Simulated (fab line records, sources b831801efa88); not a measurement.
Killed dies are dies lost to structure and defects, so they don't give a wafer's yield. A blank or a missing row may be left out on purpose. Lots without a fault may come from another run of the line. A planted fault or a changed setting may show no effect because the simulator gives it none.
Problem report in the 8D (eight disciplines) form, filled by code | flow gf180mcu | the parts of the form that need people (team, actions taken, sign-off) are left out

1. THE PROBLEM
HV_LDD_CVD_56_THK at GF_HV_LDD_THK_MEAS_57 reads a mean of 72.1 nm on 6 wafers of 2 lots; wafers without a fault read 89.6 nm with a standard deviation of 1.1. That is -16 standard deviations from the usual mean.
First seen on wafer L992.1, day 20 01:51, on film_metro-03. The record holds 33 wafers of 11 lots with a number at this step. Rule for "out", or "out of limits": more than 4 standard deviations from the usual mean. The other wafers with a number count as sound.

2. WHAT IT IS AND WHAT IT IS NOT
question                    | is                           | is not
which readings at this step | HV_LDD_CVD_56_THK            | -
which lots                  | L991, L992                   | L969, L970, L973, L976, L978, L980, L982, L983, L985
which wafers of those lots  | all that have a number       | -
read on which gauges        | film_metro-02, film_metro-03 | film_metro-01
when                        | from day 20 01:51            | up to then (27 sound wafers)

3. SUSPECTS, AND WHAT RULES EACH OUT
Counting: a tool at a process step up to the reading stays a suspect if it ran every lot that is out and no sound lot after the first of them.
- the gauge at GF_HV_LDD_THK_MEAS_57: ruled out. The wafers that are out were read on 2 gauges (film_metro-02, film_metro-03).
- rtp_anneal-02 at GF_HV_LDD_RTA_52 (time 10 s): kept. It ran every lot that is out, first L992 (day 19 23:09), and no sound lot after that; its last sound lot up to then is L985 (day 17 16:45).
- lpcvd-02 at GF_HV_LDD_CVD_56 (deposits Si3N4 from DCS/NH3, target thk 90 nm, time 1543 s): kept. It ran every lot that is out, first L992 (day 20 00:25), and no sound lot after that; its last sound lot up to then is L983 (day 17 11:20). Its own readings are out on those wafers: spike_tc_centre_C, spike_tc_lower_C, spike_tc_upper_C, susceptor_temp_C.
Left after counting: rtp_anneal-02 at GF_HV_LDD_RTA_52, lpcvd-02 at GF_HV_LDD_CVD_56.

4. THE CAUSE (what the simulator had put in)
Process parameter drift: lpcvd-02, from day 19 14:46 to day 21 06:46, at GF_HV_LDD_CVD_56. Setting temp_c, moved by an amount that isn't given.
Counting left 2 suspects, and this tool is among them.

5. THE CHAIN OF EFFECTS, in route order
Each row: a reading whose mean over the struck wafers that have a number lies more than 3 standard deviations from the usual. Only readings for which the record gives a usual standard deviation are gone through. hours: the time from each lot's start at the first step in this table that gives one to its start at this step, as a median over the lots. sigmas: the change in usual standard deviations.
hours | step                  | reading           | usual      | on struck wafers | change | sigmas
0     | GF_HV_LDD_CVD_56      | spike_tc_bottom_C | 786.5 C    | 775.6            | -10.9  | -4.9
0     | GF_HV_LDD_CVD_56      | spike_tc_centre_C | 770.2 C    | 758.3            | -11.9  | -8.5
0     | GF_HV_LDD_CVD_56      | spike_tc_lower_C  | 769.6 C    | 758.1            | -11.5  | -8.2
0     | GF_HV_LDD_CVD_56      | spike_tc_upper_C  | 770.8 C    | 760.0            | -10.8  | -9.0
0     | GF_HV_LDD_CVD_56      | susceptor_temp_C  | 770.0 C    | 758.6            | -11.4  | -34
1     | GF_HV_LDD_THK_MEAS_57 | HV_LDD_CVD_56_THK | 89.6 nm    | 72.1             | -17.5  | -16
1     | GF_HV_LDD_ETCHBACK_58 | oes_product_au    | 0.841 a.u. | 0.747            | -0.094 | -13
The process steps in it:
- GF_HV_LDD_CVD_56: deposits Si3N4 from DCS/NH3, target thk 90 nm, time 1543 s.
- GF_HV_LDD_ETCHBACK_58: etches Si3N4 in CH3F/O2, stops on SiO2, time 100 s, target depth 90 nm.
Later measuring or inspecting steps at which every struck wafer that the step has a row for has a number for every such reading, and none has moved that far: GF_NSD_OVL_MEAS_08.

6. WHAT WOULD HAVE CAUGHT IT SOONER
In this record the first reading out of limits at a measuring or inspecting step was taken at day 20 01:51, 11 hours after the fault began at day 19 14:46.
The tool's own readings at GF_HV_LDD_CVD_56 were out on every struck wafer that the step has a row for (spike_tc_centre_C, spike_tc_lower_C, spike_tc_upper_C, susceptor_temp_C): an alarm limit on them would have fired on the first of those.
Of the lots that are out (2), L991 began GF_HV_LDD_CVD_56 on lpcvd-02 after day 20 01:51. A hold on the tool at that time would have spared it.
